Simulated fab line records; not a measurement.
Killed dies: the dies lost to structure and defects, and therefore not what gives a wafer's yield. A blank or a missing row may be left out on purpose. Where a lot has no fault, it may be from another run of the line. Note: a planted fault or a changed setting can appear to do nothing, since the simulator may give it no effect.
What tool caused it?    flow gf180mcu    Sampling: 13 lots, 39 wafers, 6 of 602 route steps

## WHAT THE GAUGES SHOWED, per wafer
GF_STI_THK_MEAS_04.
lot   measured     on             STI_CVD_03_THK (nm)
L979  day 1 13:35  film-metro-03  205.9 206.8 205.6
L981  day 1 23:35  film-metro-04  205.6 207.4 204.3
L984  day 2 14:34  film-metro-04  207.3 207.3 206.5
L985  day 2 23:49  film-metro-04  202.4 202.9 204.5
L988  day 3 14:44  film-metro-04  207.2 206.2 206.9
L994  day 4 19:04  film-metro-04  208.5 209.1 206.1
L996  day 5 02:57  film-metro-04  209.8 210.1 210.9
L997  day 5 07:34  film-metro-02  206.9 207.0 205.8
L998  day 5 13:22  film-metro-03  210.3 209.4 210.4
L999  day 5 18:28  film-metro-03  208.6 207.7 208.3
L100  day 5 22:43  film-metro-04  210.4 211.1 210.2
L101  day 6 04:56  film-metro-04  207.0 205.9 206.1
L102  day 6 09:44  film-metro-02  207.9 208.3 209.9

GF_MVSD_TW_MEAS_11.
lot   measured      on             MVSD_TW
L979  day 4 09:44   film-metro-03  1589 1593 1590
L981  day 4 18:40   film-metro-03  1589 1585 1584
L984  day 5 21:42   film-metro-04  1511 1515 1523
L985  day 6 09:26   film-metro-04  1518 1521 1516
L988  day 7 01:52   film-metro-01  1542 1542 1543
L994  day 8 04:22   film-metro-01  1541 1553 1550
L996  day 8 13:23   film-metro-04  1589 1585 1589
L997  day 8 20:10   film-metro-04  1585 1587 1596
L998  day 9 01:56   film-metro-04  1582 1582 1577
L999  day 9 06:07   film-metro-01  1529 1531 1539
L100  day 9 12:25   film-metro-01  1536 1545 1541
L101  day 9 19:58   film-metro-03  1588 1595 1590
L102  day 10 00:22  film-metro-01  1550 1542 1551

GF_VT_IMPLANT_TW_MEAS_43.
lot   measured      on             VT_IMPLANT_4_TW
L979  day 7 09:29   film-metro-01  676 670 673
L981  day 7 21:40   film-metro-02  684 682 683
L984  day 9 05:10   film-metro-02  676 683 682
L985  day 9 19:19   film-metro-04  695 693 690
L988  day 10 13:41  film-metro-04  684 686 692
L994  day 11 22:28  film-metro-01  676 675 676
L996  day 12 07:48  film-metro-02  682 686 689
L997  day 12 15:48  film-metro-02  683 689 686
L998  day 12 20:31  film-metro-02  686 683 683
L999  day 13 02:08  film-metro-02  679 679 682
L100  day 13 11:05  film-metro-01  678 674 673
L101  day 13 18:39  film-metro-02  681 680 680
L102  day 14 00:20  film-metro-04  692 687 688

GF_VT_IMPLANT_RS_MEAS_46: the measuring method here is four-point-probe.
lot   measured      on             MVSD_RS (ohm/sq)
L979  day 7 09:44   film-metro-04  456.5 456.7 456.7
L981  day 7 22:00   film-metro-01  457.7 456.8 455.9
L984  day 9 05:29   film-metro-03  546.0 546.5 545.4
L985  day 9 19:31   film-metro-04  547.2 545.1 546.6
L988  day 10 13:55  film-metro-01  455.6 455.2 455.7
L994  day 11 22:41  film-metro-03  455.6 454.5 455.5
L996  day 12 08:01  film-metro-03  455.8 455.6 456.3
L997  day 12 16:01  film-metro-01  455.8 456.4 455.7
L998  day 12 20:46  film-metro-01  456.9 457.8 458.6
L999  day 13 02:25  film-metro-03  458.3 457.5 457.4
L100  day 13 11:18  film-metro-04  455.4 455.5 456.7
L101  day 13 18:52  film-metro-04  456.1 454.9 456.2
L102  day 14 00:33  film-metro-04  458.0 458.3 458.1

## TOOL THAT RAN EACH LOT (tool first, then ch and the chambers of the sampled wafers, then the start)
lot   GF_MVSD_IMPLANT_09               GF_VT_IMPLANT_RTA_45
L979  implanter-03 ch 0, day 4 09:32   rtp-anneal-01 ch 0, day 7 09:37
L981  implanter-04 ch 0, day 4 18:26   rtp-anneal-01 ch 0, day 7 21:49
L984  implanter-04 ch 0, day 5 21:28   rtp-anneal-02 ch 0, day 9 05:17
L985  implanter-04 ch 0, day 6 09:11   rtp-anneal-01 ch 0, day 9 19:25
L988  implanter-03 ch 0, day 7 01:38   rtp-anneal-02 ch 0, day 10 13:48
L994  implanter-03 ch 0, day 8 04:07   rtp-anneal-01 ch 0, day 11 22:34
L996  implanter-02 ch 0, day 8 13:08   rtp-anneal-02 ch 0, day 12 07:55
L997  implanter-04 ch 0, day 8 19:55   rtp-anneal-01 ch 0, day 12 15:55
L998  implanter-02 ch 0, day 9 01:43   rtp-anneal-01 ch 0, day 12 20:40
L999  implanter-04 ch 0, day 9 05:53   rtp-anneal-01 ch 0, day 13 02:15
L100  implanter-03 ch 0, day 9 12:10   rtp-anneal-01 ch 0, day 13 11:12
L101  implanter-02 ch 0, day 9 19:43   rtp-anneal-02 ch 0, day 13 18:46
L102  implanter-03 ch 0, day 10 00:07  rtp-anneal-01 ch 0, day 14 00:27
- GF_MVSD_IMPLANT_09
- GF_VT_IMPLANT_RTA_45: time 30 s.

## WHAT THE TOOLS THEMSELVES READ (means of the sampled wafers that have a number; where no wafer has one, the mark that the record gives instead)
GF_MVSD_IMPLANT_09.
lot   tool          dose-ions-cm2  faraday-current-uA
L979  implanter-03  5.003e+12      27.9
L981  implanter-04  5.004e+12      28.5
L984  implanter-04  8.510e+11      4.8
L985  implanter-04  8.407e+11      4.8
L988  implanter-03  4.998e+12      28.0
L994  implanter-03  4.996e+12      28.3
L996  implanter-02  4.997e+12      28.8
L997  implanter-04  4.998e+12      27.7
L998  implanter-02  5.001e+12      27.7
L999  implanter-04  5.006e+12      27.8
L100  implanter-03  4.989e+12      28.3
L101  implanter-02  4.995e+12      28.3
L102  implanter-03  5.004e+12      28.2

GF_VT_IMPLANT_RTA_45.
lot   tool           lamp-power-pct (%)  wafer_temp_C_max
L979  rtp-anneal-01  29.9                1054.2
L981  rtp-anneal-01  29.9                1053.1
L984  rtp-anneal-02  36.1                1053.9
L985  rtp-anneal-01  29.9                1054.1
L988  rtp-anneal-02  36.0                1055.2
L994  rtp-anneal-01  29.9                1055.2
L996  rtp-anneal-02  36.0                1054.2
L997  rtp-anneal-01  29.9                1054.0
L998  rtp-anneal-01  30.0                1053.6
L999  rtp-anneal-01  29.9                1054.5
L100  rtp-anneal-01  29.9                1054.0
L101  rtp-anneal-02  36.1                1054.5
L102  rtp-anneal-01  29.9                1054.0

## THE ANSWER, worked out from the rows above alone
Rule: usual is defined by the lots themselves. The widest of any qualifying gaps counts: lots, ordered by their means at a reading, are off when they make up no more than a third of the lots, leave a main group of 4 or more, and stand apart from it by 3 or more times the standard deviation of that group's means. The tables above print the reading to a certain number of digits; a main group whose means all agree to those digits is not used. Also off: a lot with no number at a reading for which 4 or more lots have one. Any other lot the step has rows for is counted as sound. Order of review: gauges by route order, followed by the tools' own readings, for which a lot's mean as printed above is used. The first step at which some lot is off is used, and at that step the reading that is off furthest; a lot without a number counts as furthest.
Off: L984, L985, seen at GF_VT_IMPLANT_RS_MEAS_46 (MVSD_RS). Main group: mean 456.5 ohm/sq, sd 0.96.
A tool fits if, at a process step before that reading, it ran every lot that is off, and no sound lot after the first of them. The gauges at GF_VT_IMPLANT_RS_MEAS_46 aren't tried: what is off there is off at GF_MVSD_IMPLANT_09 too, on other tools, and a gauge's error can't cause that. None of those tried fits.

## WHAT WAS PUT IN BY THE SIMULATOR
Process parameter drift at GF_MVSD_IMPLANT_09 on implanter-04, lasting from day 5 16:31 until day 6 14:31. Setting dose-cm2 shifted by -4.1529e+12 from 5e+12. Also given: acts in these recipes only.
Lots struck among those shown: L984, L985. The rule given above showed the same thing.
